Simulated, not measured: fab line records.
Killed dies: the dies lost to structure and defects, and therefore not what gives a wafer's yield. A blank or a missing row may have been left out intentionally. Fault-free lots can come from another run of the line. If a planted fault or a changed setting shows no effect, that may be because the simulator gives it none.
Chamber matching || flow sky130 || SKY_VIA4_CMP_02 on cmp-02: 4 sister chambers
The step polishes SiO2. 16 wafers are shown with their chamber, then 8 later ones without.

## WAFERS, EACH WITH ITS CHAMBER
{"wafer": "L682.3", "chamber": 1, "motor_current_A (A)": 12.4}
{"wafer": "L682.4", "chamber": 0, "motor_current_A (A)": 10.1}
{"wafer": "L682.5", "chamber": 1, "motor_current_A (A)": 13.2}
{"wafer": "L685.1", "chamber": 3, "motor_current_A (A)": 11.7}
{"wafer": "L685.2", "chamber": 1, "motor_current_A (A)": 13.1}
{"wafer": "L685.4", "chamber": 2, "motor_current_A (A)": 11.6}
{"wafer": "L688.2", "chamber": 3, "motor_current_A (A)": 11.9}
{"wafer": "L688.5", "chamber": 3, "motor_current_A (A)": 12.0}
{"wafer": "L688.6", "chamber": 2, "motor_current_A (A)": 11.5}
{"wafer": "L690.1", "chamber": 0, "motor_current_A (A)": 10.3}
{"wafer": "L690.4", "chamber": 3, "motor_current_A (A)": 12.1}
{"wafer": "L690.5", "chamber": 3, "motor_current_A (A)": 11.8}
{"wafer": "L701.1", "chamber": 1, "motor_current_A (A)": 12.6}
{"wafer": "L701.2", "chamber": 3, "motor_current_A (A)": 12.1}
{"wafer": "L701.6", "chamber": 0, "motor_current_A (A)": 9.8}
{"wafer": "L702.1", "chamber": 3, "motor_current_A (A)": 12.2}

SIGNATURES (means of the wafers above)
{"reading": "motor_current_A", "chamber 0": 10.067, "chamber 1": 12.825, "chamber 2": 11.550, "chamber 3": 11.971, "scatter within a chamber": 0.254}
Rule: for a wafer and a chamber, the distance is found by dividing, reading by reading, the gap between the wafer's reading and the chamber's mean by the reading's scatter, squaring, summing and taking the root. If the next closest chamber is less than 2 further off than the closest, the wafer can't be placed; otherwise it belongs to the closest. The scatter: take each reading less its chamber's mean, square it, sum over the shown wafers, divide by the number of wafers less the number of chambers, and take the root.

## WAFERS MISSING THEIR CHAMBER
{"wafer": "L702.2", "motor_current_A (A)": 12.0}
{"wafer": "L702.3", "motor_current_A (A)": 10.0}
{"wafer": "L703.3", "motor_current_A (A)": 12.4}
{"wafer": "L703.4", "motor_current_A (A)": 10.9}
{"wafer": "L703.5", "motor_current_A (A)": 10.1}
{"wafer": "L704.3", "motor_current_A (A)": 11.4}
{"wafer": "L704.4", "motor_current_A (A)": 12.3}
{"wafer": "L704.5", "motor_current_A (A)": 12.5}

## EACH ONE'S CHAMBER
{"wafer": "L702.2", "from the rows above": "can't be placed: 3 or 2", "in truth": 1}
{"wafer": "L702.3", "from the rows above": 0, "in truth": 0}
{"wafer": "L703.3", "from the rows above": "can't be placed: 1 or 3 or 2", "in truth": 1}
{"wafer": "L703.4", "from the rows above": "can't be placed: 2 or 0 or 3", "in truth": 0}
{"wafer": "L703.5", "from the rows above": 0, "in truth": 0}
{"wafer": "L704.3", "from the rows above": "can't be placed: 2 or 3", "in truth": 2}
{"wafer": "L704.4", "from the rows above": "can't be placed: 3 or 1 or 2", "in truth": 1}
{"wafer": "L704.5", "from the rows above": "can't be placed: 1 or 3", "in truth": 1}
2 of 8 placed correctly. Not placeable from these rows: 6 (in 5, the candidates include the true chamber). Number placed wrongly: 0.
